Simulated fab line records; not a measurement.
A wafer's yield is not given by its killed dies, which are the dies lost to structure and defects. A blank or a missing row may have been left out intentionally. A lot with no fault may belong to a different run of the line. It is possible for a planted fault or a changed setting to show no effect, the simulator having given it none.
A single fault, viewed from 2 desks ; flow sfq_line ; only its own numbers are on each desk; what lay behind them is given at the end

FOR THE TOOL OWNER'S DESK: pvd_sputter-05
The tool's own readings at SFQ_TRILAYER_M1_DEP_SPUTTER_037 (material Nb, target thk 200 nm, time 133.3 s): means of the sampled wafers that have a number, for each lot that ran on this tool. A lot is out of limits, marked OUT, if its mean lies more than 4 standard deviations from the usual mean; the brackets give that distance.
Columns: A = base_pressure_pa at SFQ_TRILAYER_M1_DEP_SPUTTER_037, usual 1.32e-06 Pa; B = throttle_valve_pct at SFQ_TRILAYER_M1_DEP_SPUTTER_037, usual 30.3 %
lot;first seen here;A;B
L452;day 17 13:41;1.40e-06;30.6
L454;day 17 17:53;1.42e-06;30.7
L456;day 17 22:41;1.37e-06;30.8
L457;day 18 01:07;1.38e-06;30.2
L459;day 20 01:28;1.38e-06;30.9
L460;day 21 20:03;1.33e-06;30.4
L468;day 25 19:42;1.37e-06;30.5
L472;day 26 22:47;1.28e-06;30.5
This desk found nothing out of limits on any of the 8 lots.

METROLOGY DESK
What the gauges read, lot by lot, whatever tool the lot ran on: means of the sampled wafers that have a number. A lot is out of limits, marked OUT, if its mean lies more than 4 standard deviations from the usual mean; the brackets give that distance.
Columns: A = M1_NB_RS at SFQ_M1_RS_MEAS_909, usual 0.889 ohm/sq
lot;first seen here;A
L450;day 17 06:38;0.884
L452;day 17 13:47;0.880
L453;day 17 15:37;0.875
L454;day 17 17:59;0.884
L456;day 17 22:49;0.876
L457;day 18 01:16;0.887
L458;day 19 20:40;0.886
L459;day 20 01:35;0.889
L460;day 21 20:08;1.307 (+47) OUT
L468;day 25 19:49;0.895
L469;day 25 23:52;0.883
L470;day 26 03:41;0.893
L472;day 26 22:53;0.903
Per this desk, out of limits: L460; the first was L460, day 21 20:08 (M1_NB_RS at SFQ_M1_RS_MEAS_909). Within limits: L450, L452, L453, L454, L456, L457, L458, L459, L468, L469, L470, L472.

PUT TOGETHER
Metrology desk: alarm possible at day 21 20:08 on L460.
The desk of the tool owner found nothing out of limits.
Tool owner's desk: L460 on record, inside its limits.
Every lot named ran SFQ_TRILAYER_M1_DEP_SPUTTER_037 on pvd_sputter-05.

WHAT THE SIMULATOR HAD PUT IN
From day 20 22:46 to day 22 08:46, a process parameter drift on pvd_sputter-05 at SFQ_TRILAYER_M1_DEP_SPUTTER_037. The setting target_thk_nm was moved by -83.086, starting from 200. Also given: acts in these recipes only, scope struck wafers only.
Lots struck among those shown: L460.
Delay in hours, fault start to first out-of-limits reading, per desk: metrology desk 21.
